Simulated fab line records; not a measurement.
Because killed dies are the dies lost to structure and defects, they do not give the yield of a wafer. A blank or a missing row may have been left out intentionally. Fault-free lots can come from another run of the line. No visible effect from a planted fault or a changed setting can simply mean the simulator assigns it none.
2 desks looking at one fault :: flow sky130 :: what lay behind the numbers comes last; until then each desk has only its own

## THE METROLOGY DESK
Lot by lot, what the gauges showed, no matter which tool ran the lot: averages of those sampled wafers that carry a number. A lot is out of limits, marked OUT, if its mean lies more than 4 standard deviations from the usual mean; the brackets give that distance.
Columns: A = CAP2M_TIN_THK at SKY_CAP2M_THK_MEAS_04, usual 200.0 nm; B = cd-nm at SKY_METAL4_CD_MEAS_13, usual 300.2 nm; C = METAL4_OVL at SKY_METAL4_OVL_MEAS_14, usual -1 nm; D = VIA4_HDPCVD_THK at SKY_VIA4_THK_MEAS_01, usual 1823 nm
lot: L830
first seen here: day 40 23:54
A: 199.8
B: 301.0
C: -5
D: 1811

lot: L831
first seen here: day 41 08:18
A: 199.2
B: 299.3
C: 5
D: 1858

lot: L835
first seen here: day 42 09:02
A: 196.6
B: 301.5
C: 5
D: 1819

lot: L839
first seen here: day 43 13:26
A: 198.7
B: 297.9
C: 1
D: 1830

lot: L840
first seen here: day 44 00:41
A: 201.4
B: 314.5 (+9.5) OUT
C: -7
D: 1823

lot: L841
first seen here: day 44 02:32
A: 201.4
B: 316.3 (+11) OUT
C: -1
D: 1831

lot: L842
first seen here: day 44 12:18
A: 199.6
B: 299.8
C: 6
D: 1806

lot: L843
first seen here: day 44 14:12
A: 202.9
B: 300.8
C: -3
D: 1831

lot: L844
first seen here: day 44 22:34
A: 193.6
B: 309.2 (+6.0) OUT
C: -6
D: 1820

lot: L845
first seen here: day 45 00:49
A: 205.2
B: 306.9 (+4.5) OUT
C: 3
D: 1842

lot: L848
first seen here: day 45 22:46
A: 201.6
B: 298.5
C: -3
D: 1807

lot: L851
first seen here: day 46 15:44
A: 196.4
B: 303.0
C: 7
D: 1804
This desk's finding: out of limits on L840, L841, L844, L845; first on L840, day 45 21:04 (cd-nm at SKY_METAL4_CD_MEAS_13). In limits: L830, L831, L835, L839, L842, L843, L848, L851.

## TOOL OWNER'S DESK, krf-scanner-01
The tool's own readings at SKY_METAL4_EXPOSE_10 (exposes mask MM4, target cd 300 nm): means of the sampled wafers that have a number, for each lot that ran on this tool. A lot is out of limits, marked OUT, if its mean lies more than 4 standard deviations from the usual mean; the brackets give that distance.
Columns: A = exposure-dose-mJ-cm2 at SKY_METAL4_EXPOSE_10, usual 27.931
lot: L831
first seen here: day 42 21:26
A: 27.943

lot: L839
first seen here: day 45 01:26
A: 27.947

lot: L840
first seen here: day 45 10:04
A: 25.689 (-86) OUT

lot: L841
first seen here: day 45 12:43
A: 25.707 (-86) OUT

lot: L844
first seen here: day 46 06:57
A: 26.523 (-54) OUT

lot: L845
first seen here: day 46 09:25
A: 26.523 (-54) OUT
This desk's finding: out of limits on L840, L841, L844, L845; first on L840, day 45 10:04 (exposure-dose-mJ-cm2 at SKY_METAL4_EXPOSE_10). In limits: L831, L839.

## PUT TOGETHER
On L840, L841, L844, L845, at day 45 10:04, an alarm was possible from the tool owner's desk.
At day 45 21:04 the metrology desk could have sounded an alarm, on L840, L841, L844, L845.
Every lot named ran SKY_METAL4_EXPOSE_10 on krf-scanner-01.

## WHAT WAS PUT IN BY THE SIMULATOR
Process parameters drifting: krf-scanner-01 at SKY_METAL4_EXPOSE_10, beginning at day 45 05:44. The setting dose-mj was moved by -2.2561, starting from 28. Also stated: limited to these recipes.
Shown lots that were struck: L840, L841, L844, L845.
Time in hours from fault onset to the first out-of-limits reading at each desk: tool owner's desk 4, metrology desk 15.
